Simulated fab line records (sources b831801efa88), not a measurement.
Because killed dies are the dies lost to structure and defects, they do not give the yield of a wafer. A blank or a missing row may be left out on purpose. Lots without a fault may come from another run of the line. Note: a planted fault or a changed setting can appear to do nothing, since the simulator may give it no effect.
Lot-split experiment | flow sfq-line | 5 lots, 23 wafers read, on a route of 325 steps

== ON THE SPLIT ==
At SFQ_TRILAYER_I1_VIA_LITHO_COAT_049 (resist thk 650 nm), the setting resist-thk-nm was moved away from the recipe's 650 nm on 9 of the 23 wafers read, by -5.9% to +6.0%. This setting was run at the recipe's value on the other wafers.

The reading comes from the split's own step.

== THE READING ==
KrF_of_TRILAYER_I1_VIA_LITHO_COAT_049.thk-nm (the simulator's own value, which no gauge read), in nm, at SFQ_TRILAYER_I1_VIA_LITHO_COAT_049 (resist thk 650 nm). The file gives no usual value for it. Across the 14 wafers here that went through the recipe, the average is 652.0 nm and the standard deviation 1.9 nm.

wafer  | tool, chamber at the split | resist-thk-nm as run, nm | against the recipe | KrF_of_TRILAYER_I1_VIA_LITHO_COAT_049.thk-nm, nm | against lot-mates on the recipe
L075.2 | litho-track-01, 0          | 650                      | recipe             | 652.9                                            | -
L075.3 | litho-track-01, 0          | 650                      | recipe             | 651.4                                            | -
L075.4 | litho-track-01, 0          | 611.8                    | -5.9%              | 612.8                                            | -39.1
L075.5 | litho-track-01, 0          | 611.8                    | -5.9%              | 613.3                                            | -38.6
L075.6 | litho-track-01, 0          | 650                      | recipe             | 651.5                                            | -
L076.1 | litho-track-01, 0          | 650                      | recipe             | 652.6                                            | -
L076.2 | litho-track-01, 0          | 688.9                    | +6.0%              | 692                                              | +40.0
L076.3 | litho-track-01, 0          | 650                      | recipe             | 651.5                                            | -
L076.4 | litho-track-01, 0          | 688.9                    | +6.0%              | 689.5                                            | +37.5
L076.5 | litho-track-01, 0          | 688.9                    | +6.0%              | 690.2                                            | +38.2
L080.1 | litho-track-01, 0          | 650                      | recipe             | 653.5                                            | -
L080.2 | litho-track-01, 0          | 675.8                    | +4.0%              | 679.9                                            | +26.0
L080.3 | litho-track-01, 0          | 675.8                    | +4.0%              | 680.2                                            | +26.3
L080.4 | litho-track-01, 0          | 650                      | recipe             | 654.1                                            | -
L080.5 | litho-track-01, 0          | 650                      | recipe             | 654.2                                            | -
L082.1 | litho-track-04, 0          | 615.6                    | -5.3%              | 614.1                                            | -34.7
L082.3 | litho-track-04, 0          | 650                      | recipe             | 649.7                                            | -
L082.4 | litho-track-04, 0          | 650                      | recipe             | 648.6                                            | -
L082.5 | litho-track-04, 0          | 615.6                    | -5.3%              | 614.4                                            | -34.4
L082.6 | litho-track-04, 0          | 650                      | recipe             | 648.2                                            | -
L085.1 | litho-track-01, 0          | 650                      | recipe             | 653.5                                            | -
L085.2 | litho-track-01, 0          | 650                      | recipe             | 653.2                                            | -
L085.6 | litho-track-01, 0          | 650                      | recipe             | 653.4                                            | -

THE FIT
A straight line over all 23 wafers: KrF_of_TRILAYER_I1_VIA_LITHO_COAT_049.thk-nm changes by +6.72 nm for each +1% of resist-thk-nm; r = +1.00; the points scatter about the line by 1.9 nm.
The same after taking each lot's own level away (the mean of its wafers on the recipe; 23 wafers): +6.52 nm for each +1%; r = +1.00; scatter 0.63 nm.
On that fit, the largest move of resist-thk-nm shifts the reading by 39 nm.
From 648.83 to 653.93 nm: that is the span of the lots' own levels, equal to 2.7 times the standard deviation above.
The two slopes are in agreement: the lot-to-lot level therefore moves the slope only a little.
Check: +38.7 nm against its lot-mates is what the line predicts for one of the wafers moved furthest among these (+6.0%) when that wafer is left out of the fit. Against them it came out at +40 nm.

== ADDITIONAL SPLITS CARRIED BY THESE WAFERS ==
Before the reading, these wafers also passed through other splits. Each is held against what the fit with the lots' levels taken away leaves over:
other split on the same wafers                     | wafers away from the commonest value | r with KrF_of_TRILAYER_I1_VIA_LITHO_COAT_049.thk-nm (lot level and that fit taken away)
SFQ_TRILAYER_L0_LITHO_COAT_010 spin-rpm            | 4                                    | -0.04
SFQ_TRILAYER_L0_LITHO_PEB_008 peb-temp-c           | 11                                   | -0.05
SFQ_TRILAYER_L0_VIA_LITHO_COAT_018 resist-thk-nm   | 7                                    | -0.21
SFQ_TRILAYER_M0_DEP_SPUTTER_019 time-s             | 8                                    | -0.19
SFQ_TRILAYER_M0_BARC_OPEN_METAL_ETCH_031 time-s    | 7                                    | -0.16
SFQ_TRILAYER_M0_ETCH_METAL_ETCH_024 pressure-mtorr | 15                                   | -0.24
SFQ_TRILAYER_I0_VIA_LITHO_PEB_034 peb-temp-c       | 7                                    | +0.19
SFQ_TRILAYER_M1_LITHO_COAT_044 spin-rpm            | 7                                    | +0.14
SFQ_TRILAYER_M1_LITHO_COAT_039 spin-rpm            | 7                                    | +0.18

== THE FILE'S OWN FIT ==
KrF_of_TRILAYER_I1_VIA_LITHO_COAT_049.thk-nm changes by +6.53 nm for each +1% of resist-thk-nm, r = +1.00.
